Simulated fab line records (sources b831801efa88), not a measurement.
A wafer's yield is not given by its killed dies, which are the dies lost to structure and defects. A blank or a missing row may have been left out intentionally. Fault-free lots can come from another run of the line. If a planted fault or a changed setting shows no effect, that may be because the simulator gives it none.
One fault seen from 2 desks + flow sky130 + only its own numbers are on each desk; what lay behind them is given at the end

## TOOL OWNER'S DESK, rie diel-02
The tool's own readings at SKY_FIELD_ISO_ETCH_15 (etches the open film in CHF3/O2, stops on Si, target depth 180 nm, time 72 s): means of the sampled wafers that have a number, for each lot that ran on this tool. A lot is out of limits, marked OUT, if its mean lies more than 4 standard deviations from the usual mean; the brackets give that distance.
Columns: A = bias w at SKY_FIELD_ISO_ETCH_15, usual 200.0 W; B = drypump motor current A at SKY_FIELD_ISO_ETCH_15, usual 5.8 A; C = oes product au at SKY_FIELD_ISO_ETCH_15, usual 0.947 a.u.; D = throttle valve pct at SKY_FIELD_ISO_ETCH_15, usual 8.844 %
| lot  | first seen here | A     | B   | C               | D     |
|------|-----------------|-------|-----|-----------------|-------|
| L404 | day 2 10:03     | 200.0 | 5.5 | 0.947           | 8.847 |
| L409 | day 3 11:46     | 199.7 | 5.5 | 0.954           | 8.830 |
| L414 | day 4 13:49     | 199.6 | 5.4 | 0.825 (-20) OUT | 8.821 |
| L416 | day 5 00:27     | 198.9 | 5.7 | 0.830 (-19) OUT | 8.815 |
This desk finds L414, L416 out of limits, L414 being first, at day 4 13:49 (oes product au at SKY_FIELD_ISO_ETCH_15). Within limits: L404, L409.

## METROLOGY DESK
Lot by lot, what the gauges showed, no matter which tool ran the lot: averages of those sampled wafers that carry a number. A lot is out of limits, marked OUT, if its mean lies more than 4 standard deviations from the usual mean; the brackets give that distance.
Columns: A = NWELL_OXIDATION_THK at SKY_NWELL_THK_MEAS_02, usual 10.03 nm; B = LDD_N_OVL at SKY_LDD_N_OVL_MEAS_07, usual -0.5 nm
| lot  | first seen here | A     | B    |
|------|-----------------|-------|------|
| L403 | day 2 13:11     | 10.13 | -0.0 |
| L404 | day 2 17:52     | 10.15 | -0.2 |
| L408 | day 3 12:55     | 9.99  | -0.6 |
| L409 | day 3 20:02     | 9.81  | 0.4  |
| L410 | day 4 01:02     | 9.99  | -1.1 |
| L412 | day 4 09:49     | 9.87  | -1.1 |
| L414 | day 5 01:22     | 10.11 | -3.0 |
| L416 | day 5 08:15     | 9.78  | -0.2 |
| L421 | day 6 17:11     | 10.16 | 0.3  |
| L422 | day 7 01:11     | 10.23 | 1.4  |
| L424 | day 7 05:20     | 10.14 | 0.5  |
| L426 | day 7 14:48     | 9.85  | 0.1  |
Finding of this desk: none of the 12 lots has anything out of limits.

## ALL TOGETHER
The tool owner's desk could have raised an alarm at day 4 13:49, on L414, L416.
Metrology desk: nothing out of limits seen.
The metrology desk holds a record of L414, L416, inside its limits.
Of the lots named, all ran SKY_FIELD_ISO_ETCH_15 on rie diel-02.

## WHAT THE SIMULATOR HAD PUT IN
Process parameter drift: rie diel-02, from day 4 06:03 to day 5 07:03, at SKY_FIELD_ISO_ETCH_15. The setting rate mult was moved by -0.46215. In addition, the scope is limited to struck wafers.
Struck lots among those shown: L414, L416.
Hours from the fault's start to each desk's first reading out of limits: the tool owner's desk, 8.
